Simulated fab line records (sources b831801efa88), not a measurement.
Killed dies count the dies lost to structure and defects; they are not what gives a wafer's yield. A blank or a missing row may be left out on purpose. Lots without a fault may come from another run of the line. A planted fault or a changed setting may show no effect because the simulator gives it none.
The same fault as seen by 2 desks	flow gf180mcu	each desk holds nothing but its own numbers, with what lay behind them at the end

AT THE METROLOGY DESK
What the gauges read, lot by lot, whatever tool the lot ran on: means of the sampled wafers that have a number. A lot is out of limits, marked OUT, if its mean lies more than 4 standard deviations from the usual mean; the brackets give that distance.
Columns: A = STI_CVD_03_THK at GF_STI_THK_MEAS_04, usual 208.4 nm; B = cd-nm at GF_NSD_CD_MEAS_07, usual 400.4 nm; C = SALICIDE_TIN_THK at GF_SALICIDE_THK_MEAS_05, usual 19.83 nm
lot	first seen here	A	B	C
L274	day 1 13:47	207.2	400.9	19.92
L275	day 1 18:35	207.5	397.6	19.95
L276	day 2 00:07	207.5	398.9	19.47
L277	day 2 04:34	205.9	401.1	19.30
L278	day 2 09:45	207.7	401.2	19.75
L279	day 2 15:47	209.3	399.3	20.00
L280	day 2 21:49	208.6	402.7	19.66
L286	day 4 01:44	174.2 (-21) OUT	397.3	19.73
L289	day 4 16:34	174.9 (-21) OUT	401.8	19.77
L294	day 5 17:34	210.2	400.4	20.06
L297	day 6 09:33	206.6	397.0	19.75
This desk finds L286, L289 out of limits, with the earliest case on L286 at day 4 01:44 (STI_CVD_03_THK at GF_STI_THK_MEAS_04). L274, L275, L276, L277, L278, L279, L280, L294, L297 stayed within limits.

TOOL OWNER'S DESK, lpcvd-02
The tool's own readings at GF_STI_CVD_03 (deposits Si3N4 from DCS/NH3, target thk 207.16 nm, time 3551 s): means of the sampled wafers that have a number, for each lot that ran on this tool. A lot is out of limits, marked OUT, if its mean lies more than 4 standard deviations from the usual mean; the brackets give that distance.
Columns: A = spike-tc-bottom-C at GF_STI_CVD_03, usual 788.0 C; B = spike-tc-centre-C at GF_STI_CVD_03, usual 770.2 C; C = spike-tc-lower-C at GF_STI_CVD_03, usual 770.2 C; D = spike-tc-top-C at GF_STI_CVD_03, usual 785.8 C; E = spike-tc-upper-C at GF_STI_CVD_03, usual 769.8 C; F = susceptor-temp-C at GF_STI_CVD_03, usual 770.1 C; G = zone-power-lower-pct at GF_STI_CVD_03, usual 13.8 %
lot	first seen here	A	B	C	D	E	F	G
L274	day 1 11:46	786.6	769.2	771.1	787.8	770.2	770.3	15.6
L275	day 1 16:34	789.6	769.6	769.4	785.8	770.1	769.8	12.8
L276	day 1 22:08	789.3	770.8	769.8	784.6	770.1	770.1	12.9
L279	day 2 12:48	789.6	770.7	769.7	785.4	770.2	770.2	13.0
L280	day 2 19:49	786.9	768.4	771.5	788.6	769.9	770.2	15.5
L286	day 3 23:45	781.4	761.4 (-6.8) OUT	760.7 (-8.7) OUT	776.3 (-4.5) OUT	760.3 (-8.7) OUT	760.7 (-28) OUT	12.6
L289	day 4 14:34	777.8 (-5.4) OUT	760.0 (-7.8) OUT	761.7 (-7.7) OUT	780.0	760.6 (-8.4) OUT	761.0 (-27) OUT	15.4
This desk's verdict: out of limits on L286, L289, starting with L286 at day 3 23:45 (spike-tc-centre-C at GF_STI_CVD_03). L274, L275, L276, L279, L280 stayed within limits.

ALL TOGETHER
At day 3 23:45, on L286, L289, the tool owner's desk was in a position to raise an alarm.
L286, L289 would have let the metrology desk raise an alarm at day 4 01:44.
GF_STI_CVD_03 was run on lpcvd-02 by each of the lots named.

WHAT THE SIMULATOR HAD PUT IN
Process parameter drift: lpcvd-02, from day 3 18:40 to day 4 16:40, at GF_STI_CVD_03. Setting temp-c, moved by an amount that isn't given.
Struck lots among those shown: L286, L289.
Counting hours from when the fault started, the first reading out of limits came at 5 for the tool owner's desk and at 7 for the metrology desk.
